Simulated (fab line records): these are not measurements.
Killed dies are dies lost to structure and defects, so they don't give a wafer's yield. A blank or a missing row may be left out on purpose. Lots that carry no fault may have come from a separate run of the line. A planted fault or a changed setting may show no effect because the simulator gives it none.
Struck lot and sound lot, side by side | flow gf180mcu | 14 out of 602 route steps
Sound: wafers L255.1, L255.2, L255.5. Wafers struck: L251.2, L251.5, L251.6. Last of all comes the cause.
Per side, at each step with rows, come the tool, then ch with its chambers, and then its first start. Under that, the readings that differ: sound wafers | struck wafers | difference of the means | sigmas: that difference in standard deviations of wafers without a fault.
alike: a reading whose means differ by less than 2 such deviations, as well as words and numbers matching on both sides. not compared: withheld readings; readings where some wafer has no value; bounds like >300 that might hide an equal value; numbers whose values overlap and for which the record gives no deviation.
A row with sigmas, a row that says differs or no value, or rows on one side alone: a step with any of these is where the two part. Numbers that don't overlap but have no deviation are shown without sigmas and don't part them. Lack of a reading on every wafer of one side parts them only where that side has two or more wafers.

GF_DUAL_GATE_OVL_MEAS_11:
  sound on overlay-01 at day 13 01:32; struck on overlay-02 at day 12 01:50
  reading            | sound        | struck         | difference | sigmas
  DUAL_GATE_OVL (nm) | -0.4 1.8 1.1 | -1.9 -2.2 -0.8 | -2.5       | -2
then, 1 step without rows for these wafers: GF_DUAL_GATE_WET_ETCH_12 (etches SiO2 in dHF, target depth 13 nm, time 260 s).
GF_DUAL_GATE_STRIP_13: strips in O2/N2.
  sound on plasma-asher-03 ch 0,1, day 13 01:40; struck on plasma-asher-04 ch 0,1, day 12 01:57
  reading                     | sound       | struck      | difference | sigmas
  drypump-motor-current-A (A) | 5.3 4.8 5.3 | 6.3 6.4 5.3 | +0.9       | +2
  alike: heater-power-w, oes-product-au, strip-time-to-endpoint-s
  not compared: rf-hours-counter-h
then, 3 steps without rows for these wafers: GF_DUAL_GATE_CLEAN_14 (cleans in SC1/SC2, time 150 s); GF_DUAL_GATE_OXIDATION_15 (stabilise 600 s, purge 300 s, target thk 7.098 nm); GF_POLY_GATE_CVD_00 (deposits poly-Si, target thk 200 nm, time 1200 s).
GF_POLY_GATE_THK_MEAS_01:
  sound on film-metro-03 at day 13 05:20; struck on film-metro-02 at day 12 05:54
  alike: POLY_GATE_CVD_00_THK
then, 5 steps without rows for these wafers: GF_POLY_GATE_DEHYDRATE_02 (time 60 s); GF_POLY_GATE_HMDS_03 (prime time 60 s); GF_POLY_GATE_COAT_04; GF_POLY_GATE_COAT_05 (resist thk 700 nm); GF_POLY_GATE_SOFTBAKE_06 (time 60 s).
GF_POLY_GATE_EXPOSE_07: exposes mask Poly2, target cd 280 nm.
  sound on krf-scanner-02 ch 0, day 13 15:02; struck on krf-scanner-02, day 12 15:38
  no value came back on the struck wafers for exposure-dose-mJ-cm2, focus-offset-nm (nm); on the sound wafers exposure-dose-mJ-cm2 reads 27.919 27.961 27.940
  alike: mask
then, 1 step without rows for these wafers: GF_POLY_GATE_PEB_08 (peb time 90 s).

## WHERE THEY PART
Earliest at GF_DUAL_GATE_OVL_MEAS_11; latest, in this record, at GF_POLY_GATE_EXPOSE_07.

WHY: what had been put in by the simulator
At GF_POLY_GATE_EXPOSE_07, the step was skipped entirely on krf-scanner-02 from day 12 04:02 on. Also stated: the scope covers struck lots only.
